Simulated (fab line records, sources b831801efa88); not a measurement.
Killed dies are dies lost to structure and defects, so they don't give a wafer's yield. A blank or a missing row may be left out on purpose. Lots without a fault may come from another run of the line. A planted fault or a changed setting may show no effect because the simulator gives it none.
fab line records | flow gf180mcu
record lots=14 wafers=42 last_day=34
route steps=602 shown MVPSD@88 M1@316 V2@396 M3@423
lots that met no fault: from a run of the same line without faults
start_h: hours from the record's first day to the start of the lot's first wafer shown | wait_h: hours since the lot's step before | " the same as in the row above | L1.1+2: a row that stands for several wafers | - no value, or no start given | * or withheld: withheld | < > ~ a bound
route shown NAME@n: a module of which the file shows steps, and the number in the route of the first | usual: mean/standard deviation of fault-free wafers | same: alike in all rows | chamber/n: place in a boat | sites: the reading at each site | _std_site: their standard deviation | _edge_site: outer sites' mean less inner sites' | radius_mm: how far each site lies from the wafer's centre | mask NAME#n: copy n | behind: the tool/chamber that last shaped the wafer | hold: why the lot was held/for how many hours/how that ended | device: the transistor (n, p or np) that didn't switch | end of line: the same wafers' tests at the end of the route | a step without rows: its recipe alone | killed: dies lost to structure and defects at the first sort, not the wafer's yield | map: a wafer's dies, x killed, . not, _ none there
set.NAME: the setting as run; set.NAME@STEP: as run at that earlier step | model.NAME: the simulator's own value behind a step, which no gauge read
steps of the route over a sample of lots; a table a step, a row a wafer
services: from which hour (start_h, from the record's first day; less than 0 if before it) a tool's chamber was out of use, for how many hours, and why
## steps
# step GF_MVPSD_STRIP_10
# recipe chemistry=O2/N2 power_w=1400 pressure_mtorr=1500 platen_temp_c=250 o2_flow_sccm=3000 n2_flow_sccm=300 overash_fraction=0.5
# usual chamber_pressure_mTorr=1500.1/1.5 drypump_motor_current_A=5.9/0.44 heater_power_w=320/33 oes_product_au=0.723/0.0046 strip_time_to_endpoint_s=36.97/0.11
# columns lot.wafer tool chamber start_h wait_h chamber_pressure_mTorr drypump_motor_current_A heater_power_w oes_product_au rf_hours_counter_h strip_time_to_endpoint_s
L785.1 plasma_asher-04 1 94.62 0.1 1497.5 5.5 341 0.721 45 36.78
L785.2 " 0 " " 1502.4 5.4 266 0.720 45 36.85
L785.4 " 1 " " 1500.4 5.6 352 0.726 - 36.93
L786.1 plasma_asher-02 0 103.76 0.1 1502.2 6.8 362 0.723 44 37.11
L786.2 " 1 " " 1499.3 6.5 357 0.713 44 37.08
L786.3 " 0 " " 1500.0 6.8 350 0.726 - 37.15
L787.1 plasma_asher-01 1 107.95 0.1 1501.2 5.9 318 0.722 32 36.81
L787.4 " 1 " " 1500.3 5.9 331 0.709 - 36.81
L787.6 " 0 " " 1499.9 5.7 293 0.722 - 36.87
L788.4 plasma_asher-01 0 114.08 0.1 1501.3 5.7 302 0.724 - 36.74
L788.5 " 1 " " 1499.9 5.9 325 0.722 - 36.69
L788.6 " 0 " " 1501.4 5.7 297 0.721 - 36.78
L789.3 plasma_asher-04 0 119.00 0.1 1501.2 5.4 264 0.716 - 36.92
L789.5 " 0 " " 1497.2 5.5 262 0.726 - 37.02
L789.6 " 1 " " 1499.9 5.6 353 0.721 - 36.94
L790.3 plasma_asher-02 1 126.29 0.1 1498.7 6.5 356 0.721 - 36.98
L790.4 " 0 " " 1497.6 6.8 365 0.719 - 37.03
L790.5 " 1 " " 1501.5 6.5 364 0.728 - 36.95
L791.1 plasma_asher-01 0 132.82 0.1 1499.3 5.7 308 0.721 35 36.98
L791.5 " 0 " " 1501.2 5.8 302 0.720 - 36.91
L791.6 " 1 " " 1500.9 5.9 320 0.718 - 36.95
L792.1 plasma_asher-04 1 138.31 0.1 1499.9 5.6 359 0.714 2 37.00
L792.3 " 0 " " 1500.5 5.4 274 0.721 - 37.01
L792.6 " 0 " " 1500.8 5.4 273 0.722 - 36.99
L795.3 plasma_asher-01 0 154.30 0.1 1502.5 5.7 308 0.716 - 36.96
L795.5 " 0 " " 1502.1 5.7 298 0.725 - 36.99
L795.6 " 1 " " 1501.1 5.9 318 0.728 - 37.02
L798.2 plasma_asher-02 0 173.32 0.1 1499.6 6.8 344 0.726 51 37.05
L798.3 " 1 " " 1501.1 6.5 362 0.729 - 36.87
L798.4 " 0 " " 1500.5 6.8 347 0.728 - 36.93
L800.1 plasma_asher-01 1 186.83 0.1 1198.4 5.9 319 0.681 41 39.85
L800.2 " 0 " " 1197.3 5.7 303 0.700 41 39.80
L800.5 " 1 " " 1200.4 5.9 317 0.689 - 39.76
L801.1 plasma_asher-01 0 189.29 0.1 1199.8 5.8 301 0.681 41 40.18
L801.2 " 1 " " 1204.5 5.9 319 0.693 41 40.10
L801.6 " 0 " " 1198.3 5.8 307 0.691 - 40.04
L805.1 plasma_asher-04 1 223.10 0.1 1499.3 5.6 361 0.717 12 36.96
L805.4 " 1 " " 1498.6 5.6 352 0.727 - 37.05
L805.5 " 1 " " 1498.6 5.5 346 0.726 - 36.95
L806.1 plasma_asher-02 0 224.59 0.1 1501.9 6.8 344 0.726 55 36.97
L806.4 " 0 " " 1500.7 6.8 360 0.727 - 37.07
L806.6 " 0 " " 1499.6 6.8 345 0.714 - 37.08
# step GF_M1_SPUTTER_01
# recipe material=TiN target_thk_nm=30 power_w=6500 time_s=25 chamber_pressure_pa=0.4
# usual throttle_valve_pct=29.8/0.8
# columns lot.wafer tool chamber start_h wait_h throttle_valve_pct
L785.1 pvd_sputter-04 - 361.69 0.1 29.0
L785.2 " - " " 30.3
L785.4 " - " " 30.5
L787.1 pvd_sputter-01 - 381.60 0.1 28.6
L787.4 " - " " 29.3
L787.6 " - " " 29.4
L786.1 pvd_sputter-04 - 381.66 0.1 30.4
L786.2 " - " " 30.7
L786.3 " - " " 30.7
L788.4 pvd_sputter-02 - 385.71 0.1 29.8
L788.5 " - " " 29.6
L788.6 " - " " 28.2
L790.3 pvd_sputter-04 - 408.14 0.1 31.0
L790.4 " - " " 30.2
L790.5 " - " " 30.7
L789.3 pvd_sputter-04 - 409.31 0.1 29.3
L789.5 " - " " 30.0
L789.6 " - " " 30.5
L791.1 pvd_sputter-04 - 424.25 0.1 30.5
L791.5 " - " " 30.6
L791.6 " - " " 30.1
L792.1 pvd_sputter-04 - 429.60 0.1 30.5
L792.3 " - " " 29.5
L792.6 " - " " 29.4
L795.3 pvd_sputter-04 - 454.23 0.1 30.6
L795.5 " - " " 29.2
L795.6 " - " " 30.7
L798.2 pvd_sputter-02 - 482.01 0.1 29.8
L798.3 " - " " 30.2
L798.4 " - " " 28.2
L800.1 pvd_sputter-04 - 495.96 0.1 30.5
L800.2 " - " " 30.6
L800.5 " - " " 30.3
L801.1 pvd_sputter-02 - 497.96 0.1 29.9
L801.2 " - " " 28.3
L801.6 " - " " 27.8
L805.1 pvd_sputter-04 - 544.96 0.1 30.0
L805.4 " - " " 29.6
L805.5 " - " " 30.4
L806.1 pvd_sputter-01 - 546.06 0.1 28.5
L806.4 " - " " 29.1
L806.6 " - " " 29.0
# step GF_V2_CD_MEAS_14
# recipe target_cd_nm=260
# usual cd_nm=259.4/1.2
# columns lot.wafer tool chamber start_h wait_h cd_nm
L785.1 cd_sem-02 - 460.65 0.1 259.8
L785.2 " - " " 260.4
L785.4 " - " " 259.2
L787.1 cd_sem-01 - 481.75 0.1 261.1
L787.4 " - " " 260.1
L787.6 " - " " 259.3
L786.1 cd_sem-02 - 482.28 0.1 258.1
L786.2 " - " " 259.4
L786.3 " - " " 259.8
L788.4 cd_sem-01 - 486.62 0.1 258.5
L788.5 " - " " 258.4
L788.6 " - " " 258.2
L790.3 cd_sem-01 - 509.44 0.1 260.8
L790.4 " - " " 260.7
L790.5 " - " " 261.6
L789.3 cd_sem-02 - 511.05 0.1 259.1
L789.5 " - " " 260.4
L789.6 " - " " 258.9
L791.1 cd_sem-02 - 523.73 0.1 261.1
L791.5 " - " " 259.9
L791.6 " - " " 261.1
L792.1 cd_sem-01 - 529.41 0.1 258.4
L792.3 " - " " 259.0
L792.6 " - " " 259.6
L795.3 cd_sem-01 - 553.60 0.1 260.0
L795.5 " - " " 259.9
L795.6 " - " " 261.0
L798.2 cd_sem-02 - 578.38 0.1 260.0
L798.3 " - " " 260.6
L798.4 " - " " 259.9
L800.1 cd_sem-01 - 591.83 0.1 259.2
L800.2 " - " " 258.9
L800.5 " - " " 259.2
L801.1 cd_sem-02 - 593.13 0.1 257.4
L801.2 " - " " 256.2
L801.6 " - " " 256.6
L805.1 cd_sem-01 - 635.63 0.1 261.7
L805.4 " - " " 259.8
L805.5 " - " " 260.5
L806.1 cd_sem-01 - 636.02 0.1 260.8
L806.4 " - " " 261.7
L806.6 " - " " 259.4
# step GF_M3_CD_MEAS_14
# recipe target_cd_nm=280
# usual cd_nm=280.1/1.1
# columns lot.wafer tool chamber start_h wait_h cd_nm
L785.1 cd_sem-02 - 486.91 0.1 279.4
L785.2 " - " " 279.7
L785.4 " - " " 279.7
L787.1 cd_sem-01 - 506.85 0.1 279.4
L787.4 " - " " 280.6
L787.6 " - " " 279.8
L786.1 cd_sem-01 - 507.20 0.1 280.2
L786.2 " - " " 278.3
L786.3 " - " " 280.3
L788.4 cd_sem-01 - 511.83 0.2 279.5
L788.5 " - " " 280.4
L788.6 " - " " 280.0
L790.3 cd_sem-01 - 534.69 0.1 283.7
L790.4 " - " " 283.1
L790.5 " - " " 282.4
L789.3 cd_sem-02 - 535.99 0.1 279.4
L789.5 " - " " 279.6
L789.6 " - " " 280.8
L791.1 cd_sem-01 - 547.65 0.1 280.4
L791.5 " - " " 279.2
L791.6 " - " " 279.4
L792.1 cd_sem-02 - 553.91 0.1 278.7
L792.3 " - " " 279.3
L792.6 " - " " 278.8
L795.3 cd_sem-02 - 577.49 0.2 281.0
L795.5 " - " " 281.4
L795.6 " - " " 280.9
L798.2 cd_sem-01 - 601.53 0.1 280.7
L798.3 " - " " 279.9
L798.4 " - " " 280.5
L800.1 cd_sem-01 - 614.46 0.1 280.3
L800.2 " - " " 280.6
L800.5 " - " " 279.0
L801.1 cd_sem-01 - 615.00 0.1 280.2
L801.2 " - " " 280.3
L801.6 " - " " 280.7
L805.1 cd_sem-02 - 657.25 0.1 281.6
L805.4 " - " " 280.3
L805.5 " - " " 281.3
L806.1 cd_sem-02 - 657.76 0.1 280.5
L806.4 " - " " 281.3
L806.6 " - " " 279.7
## services
# columns tool chamber start_h hours kind
pvd_sputter-04 - 83.41 17.3 repair
pvd_sputter-01 - 83.48 0.6 repair
pvd_sputter-04 - 94.71 2.6 repair
plasma_asher-02 - 104.80 11.6 repair
plasma_asher-04 - 108.80 9.0 pm
pvd_sputter-01 - 134.98 2.1 repair
plasma_asher-02 - 183.82 3.4 repair
pvd_sputter-02 - 184.00 0.5 repair
plasma_asher-01 - 196.33 3.0 repair
pvd_sputter-02 - 226.54 3.1 repair
pvd_sputter-02 - 295.24 13.4 repair
plasma_asher-01 - 300.29 1.3 repair
pvd_sputter-04 - 313.97 1.3 repair
plasma_asher-02 - 316.59 0.4 repair
plasma_asher-04 - 372.48 2.2 repair
plasma_asher-04 - 442.95 3.0 repair
pvd_sputter-04 - 482.27 6.6 repair
pvd_sputter-02 - 509.57 7.5 repair
pvd_sputter-04 - 513.08 6.4 repair
plasma_asher-04 - 525.43 10.4 pm
plasma_asher-01 - 531.23 1.0 repair
plasma_asher-01 - 537.80 2.8 pm
pvd_sputter-02 - 538.51 15.4 repair
plasma_asher-02 - 541.26 15.6 pm
## key
first_sign step=GF_MVPSD_STRIP_10 reading=chamber_pressure_mTorr direction=down sigmas=99+ usual=1500.1 struck=1199.8
effect step=GF_MVPSD_STRIP_10 reading=strip_time_to_endpoint_s direction=up sigmas=28 usual=* struck=*
met_at GF_MVPSD_STRIP_10
struck_lots L800,L801
tester_left_out L800,L801
not_acting_at GF_M1_SPUTTER_01,GF_V2_CD_MEAS_14,GF_M3_CD_MEAS_14
onset_between 154.30 186.83
fault kind=process_parameter_drift tool=plasma_asher-01 chamber=- onset_h=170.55 steps=GF_MVPSD_STRIP_10 channel=pressure_mtorr offset=-300 shape=step end_h=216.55 acts_in=these_recipes_only stated=1500
# tester_left_out: of these lots the tester's yield and bins aren't shown, on N5 and GAA mostly nor the transistor test; their killed dies are dies lost to structure and defects alone, not to doping, threshold or leakage, so they don't give the yield
